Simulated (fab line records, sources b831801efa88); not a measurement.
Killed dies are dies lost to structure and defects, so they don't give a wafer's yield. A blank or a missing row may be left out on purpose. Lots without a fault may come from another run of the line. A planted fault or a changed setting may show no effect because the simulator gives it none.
Which tool did it? | flow sky130 | 12 lots, 36 wafers sampled, at 3 steps of a route of 708

WHAT THE GAUGES READ, wafer by wafer
SKY_VIA2_OVL_MEAS_13.
lot  | measured     | on         | VIA2_OVL (nm)
L633 | day 37 19:16 | overlay-01 | 7 2 0
L635 | day 38 06:33 | overlay-01 | 2 3 -5
L636 | day 38 16:05 | overlay-02 | -1 -3 -6
L637 | day 38 23:55 | overlay-02 | -6 -4 -4
L639 | day 39 14:56 | overlay-02 | -1 3 1
L640 | day 39 22:52 | overlay-02 | 3 3 4
L641 | day 40 15:08 | overlay-01 | -1 -1 -10
L648 | day 42 20:22 | overlay-01 | 3 -2 5
L649 | day 42 21:11 | overlay-02 | 4 2 6
L651 | day 43 01:17 | overlay-02 | 7 -1 -1
L650 | day 43 07:58 | overlay-02 | -1 -2 7
L652 | day 43 14:40 | overlay-02 | 10 5 9

WHICH TOOL RAN EACH LOT (tool, then ch and the chambers of the sampled wafers, then the start)
lot  | SKY_METAL2_SPUTTER_02        | SKY_METAL2_STRIP_20
L633 | pvd_sputter-04, day 35 13:16 | plasma_asher-01 ch 0,1, day 36 16:27
L635 | pvd_sputter-03, day 36 00:26 | plasma_asher-04 ch 0,1, day 37 03:24
L636 | pvd_sputter-02, day 36 09:13 | plasma_asher-01 ch 0,1, day 37 12:28
L637 | pvd_sputter-02, day 36 18:04 | plasma_asher-04 ch 0,1, day 37 21:17
L639 | pvd_sputter-03, day 37 09:10 | plasma_asher-04 ch 0,1, day 38 12:11
L640 | pvd_sputter-04, day 37 17:29 | plasma_asher-02 ch 0,1, day 38 20:09
L641 | pvd_sputter-02, day 38 10:50 | plasma_asher-01 ch 0,1, day 39 12:47
L648 | pvd_sputter-03, day 40 17:51 | plasma_asher-04 ch 1, day 41 19:08
L649 | pvd_sputter-02, day 40 18:09 | plasma_asher-01 ch 0,1, day 41 19:34
L651 | pvd_sputter-02, day 41 00:04 | plasma_asher-02 ch 0,1, day 42 00:37
L650 | pvd_sputter-02, day 41 03:15 | plasma_asher-04 ch 0,1, day 42 04:40
L652 | pvd_sputter-04, day 41 12:56 | plasma_asher-01 ch 0,1, day 42 13:28
- SKY_METAL2_SPUTTER_02: material AlCu, target thk 250 nm, time 13.3 s.
- SKY_METAL2_STRIP_20: strips in O2/N2.

WHAT THE TOOLS THEMSELVES READ (means of the sampled wafers that have a number; where no wafer has one, the mark that the record gives instead)
SKY_METAL2_SPUTTER_02.
lot  | tool           | throttle_valve_pct (%)
L633 | pvd_sputter-04 | 29.6
L635 | pvd_sputter-03 | 28.9
L636 | pvd_sputter-02 | 29.5
L637 | pvd_sputter-02 | 29.6
L639 | pvd_sputter-03 | 28.6
L640 | pvd_sputter-04 | 29.6
L641 | pvd_sputter-02 | 29.7
L648 | pvd_sputter-03 | 29.3
L649 | pvd_sputter-02 | 29.3
L651 | pvd_sputter-02 | 29.3
L650 | pvd_sputter-02 | 28.8
L652 | pvd_sputter-04 | 29.6

SKY_METAL2_STRIP_20.
lot  | tool            | drypump_motor_current_A (A) | oes_product_au (a.u.) | strip_time_to_endpoint_s (s)
L633 | plasma_asher-01 | 5.9                         | 0.346                 | 2.71
L635 | plasma_asher-04 | 6.3                         | 0.350                 | 2.74
L636 | plasma_asher-01 | 5.7                         | 0.341                 | 2.72
L637 | plasma_asher-04 | 6.3                         | 0.349                 | 2.69
L639 | plasma_asher-04 | 6.1                         | 0.344                 | 2.65
L640 | plasma_asher-02 | 5.7                         | 0.340                 | 2.69
L641 | plasma_asher-01 | 5.9                         | 0.344                 | 2.70
L648 | plasma_asher-04 | 6.5                         | 0.340                 | 2.69
L649 | plasma_asher-01 | 5.9                         | 0.340                 | 2.69
L651 | plasma_asher-02 | 5.2                         | 0.342                 | 2.66
L650 | plasma_asher-04 | 6.1                         | 0.345                 | 2.75
L652 | plasma_asher-01 | 5.7                         | 0.338                 | 2.70

THE ANSWER, worked out from the rows above alone
Rule: what is usual is taken from the lots themselves. Put in order of their means at a reading, lots are off if they are a third of the lots or fewer, leave a main group of 4 or more, and stand apart from it by a gap of 3 or more times the standard deviation of the main group's means; of several such gaps the widest counts. A main group whose means are all the same, to the digits that the tables above print for the reading, isn't used. A lot without any number at a reading at which 4 lots or more have one is off too. The other lots that the step has rows for count as sound. The gauges are gone through in route order, then the tools' own readings, and for those a lot's mean is taken as printed above. The first step at which some lot is off is used, and at that step the reading that is off furthest; a lot without a number counts as furthest.
No lot is off at any reading shown: from this, nothing can be told.

WHAT THE SIMULATOR HAD PUT IN
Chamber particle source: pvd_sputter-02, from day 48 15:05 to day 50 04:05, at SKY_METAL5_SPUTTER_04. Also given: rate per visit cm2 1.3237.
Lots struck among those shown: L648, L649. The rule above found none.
